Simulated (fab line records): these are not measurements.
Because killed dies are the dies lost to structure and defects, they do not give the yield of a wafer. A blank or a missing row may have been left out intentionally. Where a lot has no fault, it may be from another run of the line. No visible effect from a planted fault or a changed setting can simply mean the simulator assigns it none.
fab line records | flow sky130
record lots=12 wafers=36 lastDay=50
route steps=708 shown VIA4@659 METAL5@667 PASSIVATION@693 PAD_OPEN@701
lots that met no fault: from a run of the same line without faults
startH: hours from the record's first day to the start of the lot's first wafer shown | waitH: time in hours since the lot's previous step | " identical to the entry in the row above | L1.1+2: several wafers, shown together as one row | - no value, or no start was given | * or withheld: withheld | < > ~ a bound
route shown NAME@n: names a module that has steps shown in the file, with the first one's number in the route | usual: mean/standard deviation taken from wafers without a fault | same: alike in all rows | chamber/n: place in a boat | sites: each site's reading | _std_site: standard deviation of those values | _edge_site: outer sites' mean less inner sites' | radiusMm: for every site, how far away it sits from the centre of the wafer | mask NAME#n: copy n | behind: the last tool/chamber to shape the wafer | hold: why the lot went on hold/how many hours it stayed there/how the hold came to an end | device: the transistor (n, p or np) that didn't switch | end of line: tests run on the same wafers once the route is complete | a step given without rows: its recipe and nothing more | killed: the dies lost at the first sort to structure and to defects; this is not the yield of the wafer | map: dies across one wafer; x = killed, . = not, _ = none there
set.NAME: the setting as run; set.NAME@STEP: as run at that earlier step | model.NAME: the simulator's own value behind a step, which no gauge read
steps of the route over a sample of lots; a table a step, a row a wafer
services: a tool's chamber out of use, with start hour (startH, from the record's first day; less than 0 if before it), hours out, and reason
## steps
# step SKY_VIA4_THK_MEAS_20
# recipe thkMeasGauge=xrf reads=W_of_VIA4_CVD_18
# usual VIA4_W_THK=498/9.9
# columns lot.wafer tool chamber startH waitH VIA4_W_THK[nm]
L837.1 filmMetro-03 - 1015.58 0.1 491
L837.2 " - " " 517
L837.5 " - " " 510
L839.2 filmMetro-03 - 1033.11 0.1 496
L839.4 " - " " 494
L839.5 " - " " 495
L841.2 filmMetro-03 - 1053.48 0.1 496
L841.3 " - " " 506
L841.5 " - " " 502
L843.3 filmMetro-01 - 1056.27 0.1 518
L843.4 " - " " 489
L843.5 " - " " 497
L845.2 filmMetro-03 - 1071.68 0.1 504
L845.3 " - " " 506
L845.5 " - " " 501
L847.1 filmMetro-03 - 1088.56 0.1 493
L847.3 " - " " 495
L847.5 " - " " 495
L848.1 filmMetro-01 - 1092.57 0.1 495
L848.4 " - " " 515
L848.6 " - " " 494
L850.1 filmMetro-01 - 1101.07 0.1 509
L850.3 " - " " 504
L850.6 " - " " 501
L852.2 filmMetro-02 - 1116.41 0.1 488
L852.5 " - " " 487
L852.6 " - " " 482
L857.2 filmMetro-01 - 1133.83 0.1 496
L857.3 " - " " 498
L857.5 " - " " 503
L859.1 filmMetro-02 - 1152.50 0.1 490
L859.5 " - " " 486
L859.6 " - " " 490
L860.2 filmMetro-01 - 1152.83 0.1 507
L860.3 " - " " 516
L860.4 " - " " 494
# step SKY_METAL5_THK_MEAS_06
# recipe thkMeasGauge=xrf reads=AlCu_of_METAL5_SPUTTER_02
# usual METAL5_ALCU_THK=1171/16
# columns lot.wafer tool chamber startH waitH METAL5_ALCU_THK[nm]
L837.1 filmMetro-01 - 1016.22 0.1 1157
L837.2 " - " " 1171
L837.5 " - " " 1138
L839.2 filmMetro-04 - 1033.75 0.1 1150
L839.4 " - " " 1170
L839.5 " - " " 1159
L841.2 filmMetro-04 - 1054.12 0.1 1192
L841.3 " - " " 1174
L841.5 " - " " 1181
L843.3 filmMetro-01 - 1056.92 0.1 1156
L843.4 " - " " 1194
L843.5 " - " " 1202
L845.2 filmMetro-02 - 1072.41 0.1 1162
L845.3 " - " " 1157
L845.5 " - " " 1159
L847.1 filmMetro-02 - 1089.23 0.1 1169
L847.3 " - " " 1172
L847.5 " - " " 1176
L848.1 filmMetro-01 - 1093.49 0.1 1158
L848.4 " - " " 1159
L848.6 " - " " 1152
L850.1 filmMetro-02 - 1101.71 0.1 1165
L850.3 " - " " 1206
L850.6 " - " " 1194
L852.2 filmMetro-04 - 1117.05 0.1 1174
L852.5 " - " " 1185
L852.6 " - " " 1156
L857.2 filmMetro-02 - 1134.48 0.1 1177
L857.3 " - " " 1177
L857.5 " - " " 1185
L859.1 filmMetro-04 - 1153.18 0.1 1153
L859.5 " - " " 1176
L859.6 " - " " 1173
L860.2 filmMetro-01 - 1153.48 0.1 1164
L860.3 " - " " 1163
L860.4 " - " " 1179
# step SKY_PASSIVATION_STRIP_12
# recipe chemistry=O2/N2 powerW=1400 pressureMtorr=1500 platenTempC=withheld overashFraction=0.7 o2FlowSccm=3000 n2FlowSccm=300
# usual drypumpMotorCurrentA=5.8/0.34 oesProductAu=0.661/0.0044 stripTimeToEndpointS=31.53/0.16
# columns lot.wafer tool chamber startH waitH drypumpMotorCurrentA oesProductAu rfHoursCounterH stripTimeToEndpointS
L837.1 plasmaAsher-02 1 1062.41 0.1 5.7 0.671 54 31.59
L837.2 " 0 " " 5.6 0.665 54 31.53
L837.5 " 0 " " 5.6 0.664 - 31.58
L839.2 plasmaAsher-02 0 1078.46 0.1 5.6 0.661 56 31.72
L839.4 " 1 " " 5.8 0.668 - 31.52
L839.5 " 1 " " 5.8 0.662 - 31.88
L841.2 plasmaAsher-02 0 1096.51 0.1 5.6 0.673 58 31.09
L841.3 " 1 " " 5.8 0.661 - 31.63
L841.5 " 1 " " 5.8 0.662 - 31.30
L843.3 plasmaAsher-02 0 1100.69 0.1 5.6 0.662 - 31.80
L843.4 " 1 " " 5.7 0.656 - 31.56
L843.5 " 1 " " 5.7 0.658 - 31.82
L845.2 plasmaAsher-04 0 1115.19 0.1 5.9 0.659 95 31.32
L845.3 " 1 " " 5.7 0.661 - 31.64
L845.5 " 1 " " 5.7 0.661 - 31.17
L847.1 plasmaAsher-01 0 1130.71 0.1 6.3 0.660 40 31.85
L847.3 " 1 " " 5.4 0.657 - 31.46
L847.5 " 1 " " 5.4 0.672 - 31.46
L848.1 plasmaAsher-02 0 1133.81 0.1 5.6 0.669 61 31.67
L848.4 " 1 " " 5.8 0.661 - 31.16
L848.6 " 0 " " 5.6 0.662 - 31.55
L850.1 plasmaAsher-02 1 1142.35 0.1 5.8 0.662 62 31.68
L850.3 " 0 " " 5.6 0.661 - 31.68
L850.6 " 0 " " 5.6 0.668 - 31.54
L852.2 plasmaAsher-01 1 1155.06 0.1 5.4 0.656 42 31.48
L852.5 " 1 " " 5.4 0.656 - 31.44
L852.6 " 0 " " 6.4 0.663 - 31.46
L857.2 plasmaAsher-04 1 1172.26 0.1 5.7 0.664 100 31.72
L857.3 " 1 " " 5.7 0.666 - 31.30
L857.5 " 1 " " 5.7 0.661 - 31.71
L859.1 plasmaAsher-01 1 1188.50 0.1 5.4 0.654 45 31.59
L859.5 " 1 " " 5.4 0.668 - 31.85
L859.6 " 0 " " 6.4 0.656 - 31.54
L860.2 plasmaAsher-01 0 1189.46 0.1 6.4 0.658 45 31.47
L860.3 " 0 " " 6.4 0.654 - 31.52
L860.4 " 1 " " 5.4 0.666 - 31.54
# step SKY_PAD_OPEN_ETCH_07
# recipe chemistry=CF4/O2 targetDepthNm=725 stopOn=AlCu sourceW=800 biasW=150 pressureMtorr=150 cf4FlowSccm=80 O2_flow_sccm=10 timeS=169
# usual O2_flow_sccm=10.003/0.029 drypumpMotorCurrentA=5.7/0.46 oesProductAu=0.974/0.0083 throttleValvePct=5.964/0.011
# same timeS=169
# columns lot.wafer tool chamber startH waitH O2_flow_sccm drypumpMotorCurrentA oesProductAu rfHoursCounterH throttleValvePct
L837.1 rieDiel-03 1 1083.73 - 10.013 5.5 0.958 26 5.988
L837.2 " 0 " " 9.962 5.7 0.961 18 5.966
L837.5 " 1 " " 9.962 5.5 0.979 - 5.973
L839.2 rieDiel-04 1 1098.63 - 10.006 6.3 0.972 4 5.958
L839.4 " 3 " " 9.950 5.9 0.975 15 5.964
L839.5 " 1 " " 10.009 6.3 0.982 - 5.953
L841.2 rieDiel-02 1 1116.75 - 10.044 5.6 0.980 17 5.949
L841.3 " 3 " " 9.973 5.7 0.981 14 5.979
L841.5 " 3 " " 9.968 5.7 0.982 - 5.963
L843.3 rieDiel-04 3 1121.10 - 9.983 5.9 0.963 16 5.952
L843.4 " 1 " " 9.975 6.2 0.987 - 5.953
L843.5 " 2 " " 9.938 6.3 0.981 - 5.965
L845.2 rieDiel-04 3 1133.98 - 9.978 5.8 0.957 16 5.957
L845.3 " 2 " " 9.959 6.3 0.974 25 5.961
L845.5 " 0 " " 10.001 5.7 0.980 - 5.970
L847.1 rieDiel-03 2 1148.58 - 10.034 5.8 0.970 24 5.963
L847.3 " 0 " " 9.993 5.7 0.970 21 5.950
L847.5 " 3 " " 10.043 4.7 0.977 - 5.970
L848.1 rieDiel-04 3 1153.23 - 10.005 5.8 0.977 17 5.967
L848.4 " 1 " " 9.988 6.2 0.990 - 5.979
L848.6 " 0 " " 10.003 5.7 0.981 - 5.981
L850.1 rieDiel-02 3 1160.10 - 10.022 5.7 0.962 16 5.976
L850.3 " 2 " " 9.958 5.3 0.981 18 5.950
L850.6 " 1 " " 10.018 5.5 0.974 - 5.960
L852.2 rieDiel-04 1 1172.35 - 10.056 6.3 0.977 8 5.978
L852.5 " 1 " " 10.046 6.3 0.988 - 5.984
L852.6 " 2 " " 10.026 6.3 0.982 - 5.950
L857.2 rieDiel-02 2 1188.78 - 9.993 5.3 0.974 19 5.948
L857.3 " 3 " " 10.017 5.7 0.969 17 5.970
L857.5 " 1 " " 10.017 5.5 0.984 - 5.944
L859.1 rieDiel-03 0 1203.98 - 10.016 5.7 0.981 22 5.957
L859.5 " 0 " " 9.993 5.7 0.965 - 5.964
L859.6 " 1 " " 10.018 5.5 0.968 - 5.954
L860.2 rieDiel-02 2 1205.28 - 9.951 5.3 0.962 19 5.958
L860.3 " 0 " " 9.992 6.3 0.966 22 5.967
L860.4 " 3 " " 10.042 5.7 0.976 18 5.956
# step SKY_PAD_OPEN_PROBE_99
# usual defectLimitedYield=82.4/1.9 killed_at_M0_to_M3=43/7.5 killed_at_M4_up=3.2/1.9 killedAtContacts=24/4.9 killedAtFrontEnd=15/4.3 killedAtOther=0.4/0.72 killedDies=86/9.1 killedOpen=47/6.5 killedShort=39/6.5 sort_bin_3_pad_short=0.9/0.43 sort_bin_5_function=10.4/1.3 sort_bin_6_memory=6.3/1.2 sortNPass=406/9.1 sortYieldPct=82.4/1.9
# same grossDies=492 killedAtBackSide=0 sort_bin_4_leakage[%]=0 sort_bin_8_speed[%]=0
# columns lot.wafer tool chamber startH waitH defectLimitedYield[%] killed_at_M0_to_M3 killed_at_M4_up killedAtContacts killedAtFrontEnd killedAtOther killedDies killedOpen killedShort sort_bin_3_pad_short[%] sort_bin_5_function[%] sort_bin_6_memory[%] sortNPass sortYieldPct[%]
L841.2 prober-01 - 1119.30 0.1 83.1 39 0 25 19 0 83 41 39 0.6 9.8 6.5 409 83.1
L841.3 prober-01 - 1119.35 0.2 84.1 31 7 25 14 1 78 45 31 0.6 9.1 6.1 414 84.1
L841.5 prober-01 - 1119.45 0.2 84.6 37 2 26 10 1 76 42 32 1.0 7.7 6.7 416 84.6
L843.3 prober-02 - 1123.52 0.2 83.1 36 0 27 17 3 83 49 34 0.8 10.0 6.1 409 83.1
L843.4 prober-02 - 1123.57 0.2 82.1 49 3 23 13 0 88 44 44 1.0 9.8 7.1 404 82.1
L843.5 prober-02 - 1123.62 0.2 81.7 38 6 31 15 0 90 47 43 1.0 12.0 5.3 402 81.7
L845.2 prober-02 - 1136.43 0.1 85.4 28 2 24 18 0 72 32 40 0.2 9.8 4.7 420 85.4
L845.3 prober-02 - 1136.48 0.2 82.7 36 3 36 10 0 85 45 40 1.2 9.1 6.9 407 82.7
L845.5 prober-02 - 1136.58 0.2 84.6 37 2 25 12 0 76 40 36 1.4 10.4 3.7 416 84.6
L847.1 prober-02 - 1150.99 0.1 81.9 47 2 24 15 1 89 56 33 0.2 12.2 5.7 403 81.9
L847.3 prober-02 - 1151.09 0.2 84.6 40 5 20 10 1 76 43 33 0.8 9.1 5.5 416 84.6
L847.5 prober-02 - 1151.19 0.2 84.1 45 2 22 9 0 78 50 28 0.6 10.6 4.7 414 84.1
L848.1 prober-01 - 1155.56 0.1 82.5 41 3 30 12 0 86 50 34 0.4 10.6 6.5 406 82.5
L848.4 prober-01 - 1155.71 0.2 80.3 43 2 18 10 24 97 42 30 1.6 13.4 4.7 395 80.3
L848.6 prober-01 - 1155.81 0.2 84.6 44 6 9 16 1 76 46 30 0.2 10.4 4.9 416 84.6
L852.2 prober-02 - 1174.72 0.1 78.7 44 2 19 15 25 105 53 27 1.4 13.6 6.3 387 78.7
L852.5 prober-02 - 1174.87 0.2 79.7 35 4 16 16 29 100 37 33 2.0 12.8 5.5 392 79.7
L852.6 prober-02 - 1174.92 0.2 84.1 46 1 18 13 0 78 40 38 0.4 10.6 4.9 414 84.1
L857.5 prober-01 - 1191.31 0.2 86.4 32 1 17 17 0 67 31 36 1.4 7.9 4.3 425 86.4
L859.1 prober-02 - 1206.39 0.1 81.1 44 3 33 12 1 93 57 34 0 12.2 6.7 399 81.1
L859.5 prober-02 - 1206.59 0.2 85.2 32 4 20 14 3 73 35 36 0.8 8.7 5.3 419 85.2
L859.6 prober-02 - 1206.64 0.2 85.0 33 5 20 16 0 74 35 39 1.0 7.1 6.9 418 85.0
# killed by level:class
L841.2 CONTACT:geometricParticle:open=10 VIA1:geometricParticle:open=9 VIA2:geometricParticle:open=7 POLY_GATE:geometricParticle:short=5 LI_CONTACT:geometricParticle:open=5 METAL2:geometricParticle:short=5 FIELD_ISO:geometricParticle:short=4 POLY_GATE:geometricParticle:open=4
L841.3 VIA1:geometricParticle:open=8 CONTACT:geometricParticle:open=7 POLY_GATE:geometricParticle:open=6 LI_CONTACT:geometricParticle:open=6 VIA2:geometricParticle:open=5 LOCAL_INTERCONNECT:geometricParticle:short=5 METAL2:geometricParticle:short=4 CONTACT:geometricParticle:short=4
L841.5 VIA1:geometricParticle:open=9 LI_CONTACT:geometricParticle:open=8 CONTACT:geometricParticle:open=7 VIA2:geometricParticle:open=7 METAL3:geometricParticle:short=7 CONTACT:geometricParticle:short=6 FIELD_ISO:geometricParticle:open=3 FIELD_ISO:geometricParticle:short=3
L843.3 VIA3:geometricParticle:open=10 CONTACT:geometricParticle:open=10 VIA1:geometricParticle:open=7 VIA1:geometricParticle:short=7 LI_CONTACT:geometricParticle:open=6 FIELD_ISO:geometricParticle:short=5 METAL2:geometricParticle:short=5 LOCAL_INTERCONNECT:geometricParticle:open=4
L843.4 VIA3:geometricParticle:open=11 CONTACT:geometricParticle:short=7 VIA2:geometricParticle:open=6 METAL2:geometricParticle:short=5 VIA1:geometricParticle:short=5 LI_CONTACT:geometricParticle:open=5 CONTACT:geometricParticle:open=5 METAL1:geometricParticle:short=5
L843.5 CONTACT:geometricParticle:open=12 VIA1:geometricParticle:open=11 VIA2:geometricParticle:open=7 LI_CONTACT:geometricParticle:short=6 FIELD_ISO:geometricParticle:short=5 POLY_GATE:geometricParticle:short=5 LI_CONTACT:geometricParticle:open=5 CONTACT:geometricParticle:short=5
L845.2 METAL2:geometricParticle:short=7 LI_CONTACT:geometricParticle:open=7 VIA1:geometricParticle:open=7 FIELD_ISO:geometricParticle:open=6 CONTACT:geometricParticle:open=6 FIELD_ISO:geometricParticle:short=5 CONTACT:geometricParticle:short=5 POLY_GATE:geometricParticle:short=4
L845.3 CONTACT:geometricParticle:open=15 VIA1:geometricParticle:open=8 VIA1:geometricParticle:short=7 LI_CONTACT:geometricParticle:open=6 LOCAL_INTERCONNECT:geometricParticle:short=6 LI_CONTACT:geometricParticle:short=4 CONTACT:geometricParticle:short=4 METAL1:geometricParticle:short=4
L845.5 CONTACT:geometricParticle:open=15 VIA1:geometricParticle:open=9 METAL1:geometricParticle:short=7 METAL2:geometricParticle:short=7 LI_CONTACT:geometricParticle:open=4 VIA2:geometricParticle:open=4 VIA1:geometricParticle:short=4 FIELD_ISO:geometricParticle:open=3
L847.1 VIA1:geometricParticle:open=12 LI_CONTACT:geometricParticle:open=10 CONTACT:geometricParticle:open=8 VIA3:geometricParticle:open=7 VIA1:geometricParticle:short=6 VIA2:geometricParticle:open=6 METAL2:geometricParticle:short=5 FIELD_ISO:geometricParticle:open=4
L847.3 VIA1:geometricParticle:open=10 VIA3:geometricParticle:open=6 VIA2:geometricParticle:open=6 POLY_GATE:geometricParticle:open=5 LI_CONTACT:geometricParticle:open=5 CONTACT:geometricParticle:open=5 CONTACT:geometricParticle:short=4 VIA3:geometricParticle:short=4
L847.5 VIA1:geometricParticle:open=19 CONTACT:geometricParticle:open=8 VIA2:geometricParticle:open=8 LI_CONTACT:geometricParticle:open=7 FIELD_ISO:geometricParticle:short=5 METAL2:geometricParticle:short=4 VIA1:geometricParticle:short=4 LOCAL_INTERCONNECT:geometricParticle:short=3
L848.1 CONTACT:geometricParticle:open=13 VIA3:geometricParticle:open=8 VIA1:geometricParticle:open=7 LI_CONTACT:geometricParticle:open=7 METAL2:geometricParticle:short=6 VIA3:geometricParticle:short=5 METAL1:geometricParticle:short=5 FIELD_ISO:geometricParticle:open=4
L848.4 PAD_OPEN:unspecified=24 VIA1:geometricParticle:open=10 VIA2:geometricParticle:open=8 LI_CONTACT:geometricParticle:open=6 VIA3:geometricParticle:open=5 FIELD_ISO:geometricParticle:short=4 METAL1:geometricParticle:short=4 VIA2:geometricParticle:short=4
L848.6 VIA1:geometricParticle:open=15 FIELD_ISO:geometricParticle:open=5 VIA3:geometricParticle:open=5 CONTACT:geometricParticle:open=5 VIA2:geometricParticle:short=5 VIA2:geometricParticle:open=5 VIA3:geometricParticle:short=5 POLY_GATE:geometricParticle:open=3
L852.2 PAD_OPEN:unspecified=25 VIA1:geometricParticle:open=16 LI_CONTACT:geometricParticle:open=8 VIA3:geometricParticle:open=7 CONTACT:geometricParticle:open=6 POLY_GATE:geometricParticle:short=4 METAL1:geometricParticle:short=4 FIELD_ISO:geometricParticle:open=3
L852.5 PAD_OPEN:unspecified=29 VIA1:geometricParticle:open=8 LI_CONTACT:geometricParticle:open=7 METAL1:geometricParticle:short=5 VIA2:geometricParticle:open=5 FIELD_ISO:geometricParticle:open=4 METAL2:geometricParticle:short=4 VIA3:geometricParticle:open=4
L852.6 VIA1:geometricParticle:open=13 CONTACT:geometricParticle:open=7 VIA3:geometricParticle:open=7 FIELD_ISO:geometricParticle:short=6 VIA1:geometricParticle:short=6 LI_CONTACT:geometricParticle:open=5 CONTACT:geometricParticle:short=5 METAL2:geometricParticle:short=5
L857.5 CONTACT:geometricParticle:open=7 VIA1:geometricParticle:short=7 FIELD_ISO:geometricParticle:short=5 LI_CONTACT:geometricParticle:open=5 METAL1:geometricParticle:short=5 VIA3:geometricParticle:open=5 FIELD_ISO:geometricParticle:open=4 VIA1:geometricParticle:open=4
L859.1 CONTACT:geometricParticle:open=17 VIA1:geometricParticle:open=12 LI_CONTACT:geometricParticle:open=6 POLY_GATE:geometricParticle:open=5 LOCAL_INTERCONNECT:geometricParticle:short=5 VIA1:geometricParticle:short=5 VIA3:geometricParticle:open=5 VIA2:geometricParticle:open=5
L859.5 CONTACT:geometricParticle:open=10 VIA1:geometricParticle:open=7 POLY_GATE:geometricParticle:short=6 VIA3:geometricParticle:open=6 METAL2:geometricParticle:short=5 CONTACT:geometricParticle:short=4 METAL1:geometricParticle:short=4 POLY_GATE:geometricParticle:open=3
L859.6 CONTACT:geometricParticle:open=10 FIELD_ISO:geometricParticle:open=8 METAL1:geometricParticle:short=7 CONTACT:geometricParticle:short=6 VIA3:geometricParticle:open=5 METAL4:geometricParticle:short=5 VIA1:geometricParticle:open=4 VIA2:geometricParticle:short=4
## services
# columns tool chamber startH hours kind
rieDiel-02 1 1040.84 7.5 repair
rieDiel-04 - 1055.89 2.8 pm
rieDiel-03 3 1076.90 4.9 repair
rieDiel-03 2 1078.30 7.4 repair
rieDiel-03 3 1094.45 3.5 repair
rieDiel-04 0 1117.95 10.0 repair
plasmaAsher-01 - 1119.01 2.8 pm
rieDiel-04 2 1151.74 3.8 repair
rieDiel-03 0 1157.00 8.4 repair
plasmaAsher-04 - 1160.85 9.7 repair
rieDiel-02 3 1173.82 4.2 repair
## key
firstSign step=SKY_PAD_OPEN_PROBE_99 reading=killedAtOther direction=up sigmas=26 usual=0.4 struck=26
effect step=SKY_PAD_OPEN_PROBE_99 reading=sort_bin_5_function direction=up sigmas=2.2 usual=10.4 struck=13.3
metAt SKY_PAD_OPEN_ETCH_07
struckLots L848,L852
struckWafers L848.4,L852.2,L852.5
notActingAt SKY_VIA4_THK_MEAS_20,SKY_METAL5_THK_MEAS_06,SKY_PASSIVATION_STRIP_12
onsetBetween 1121.10 1153.23
fault kind=chamberParticleSource tool=rieDiel-04 chamber=1 onsetH=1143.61 steps=SKY_PAD_OPEN_ETCH_07 ratePerVisitCm2=0.46763 endH=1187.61
